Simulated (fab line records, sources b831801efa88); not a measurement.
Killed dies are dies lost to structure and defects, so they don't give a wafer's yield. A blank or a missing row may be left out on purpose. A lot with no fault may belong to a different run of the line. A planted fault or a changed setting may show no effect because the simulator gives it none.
Chamber matching || flow sky130 || SKY_LI_CONTACT_ETCH_14 on rie-diel-01: 3 sister chambers
The step etches BARC in N2/H2, stops on SiO2, time 45.9 s, target depth 60 nm. 6 wafers are shown with their chamber, then 8 later ones without.

== WAFERS WITH THEIR CHAMBER ==
{"wafer": "L090.5", "chamber": 1, "drypump-motor-current-A (A)": 5.5, "throttle-valve-pct (%)": 13.216}
{"wafer": "L090.6", "chamber": 0, "drypump-motor-current-A (A)": 5.5, "throttle-valve-pct (%)": 13.230}
{"wafer": "L091.1", "chamber": 0, "drypump-motor-current-A (A)": 5.5, "throttle-valve-pct (%)": 13.235}
{"wafer": "L091.2", "chamber": 3, "drypump-motor-current-A (A)": 5.6, "throttle-valve-pct (%)": 13.235}
{"wafer": "L091.3", "chamber": 1, "drypump-motor-current-A (A)": 5.5, "throttle-valve-pct (%)": 13.225}
{"wafer": "L091.4", "chamber": 3, "drypump-motor-current-A (A)": 5.5, "throttle-valve-pct (%)": 13.214}

== WAFERS MISSING THEIR CHAMBER ==
{"wafer": "L091.5", "drypump-motor-current-A (A)": 5.5, "throttle-valve-pct (%)": 13.221}
{"wafer": "L091.6", "drypump-motor-current-A (A)": 5.5, "throttle-valve-pct (%)": 13.212}
{"wafer": "L092.1", "drypump-motor-current-A (A)": 5.6, "throttle-valve-pct (%)": 13.230}
{"wafer": "L092.2", "drypump-motor-current-A (A)": 5.5, "throttle-valve-pct (%)": 13.222}
{"wafer": "L092.3", "drypump-motor-current-A (A)": 5.6, "throttle-valve-pct (%)": 13.215}
{"wafer": "L092.4", "drypump-motor-current-A (A)": 5.6, "throttle-valve-pct (%)": 13.231}
{"wafer": "L092.5", "drypump-motor-current-A (A)": 5.6, "throttle-valve-pct (%)": 13.226}
{"wafer": "L092.6", "drypump-motor-current-A (A)": 5.5, "throttle-valve-pct (%)": 13.201}

== CHAMBER TAKEN BY EACH ==
{"wafer": "L091.5", "from the rows above": "can't be placed: 1 or 0 or 3", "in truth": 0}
{"wafer": "L091.6", "from the rows above": "can't be placed: 1 or 3 or 0", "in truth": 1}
{"wafer": "L092.1", "from the rows above": "can't be placed: 3 or 0 or 1", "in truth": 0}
{"wafer": "L092.2", "from the rows above": "can't be placed: 1 or 0 or 3", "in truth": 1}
{"wafer": "L092.3", "from the rows above": "can't be placed: 3 or 1 or 0", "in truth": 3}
{"wafer": "L092.4", "from the rows above": "can't be placed: 3 or 0 or 1", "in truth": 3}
{"wafer": "L092.5", "from the rows above": "can't be placed: 3 or 1 or 0", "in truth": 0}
{"wafer": "L092.6", "from the rows above": "can't be placed: 1 or 3 or 0", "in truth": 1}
Correct placement for 0 of the 8. These rows do not allow placing 8 (true chamber among the candidates in 8). 0 placed wrongly.
How it was worked out, from the rows above alone: a wafer's distance from a chamber is the root of the sum, over the readings, of the square of ((its reading less the chamber's mean) divided by the reading's scatter). The wafer belongs to the nearest chamber; if the next one is less than 2 further off, it can't be placed. For every chamber, the mean is computed from those of its wafers that are shown. The scatter: the root of (the sum of the squares of (reading less its chamber's mean) over the shown wafers, divided by (wafers less chambers)).
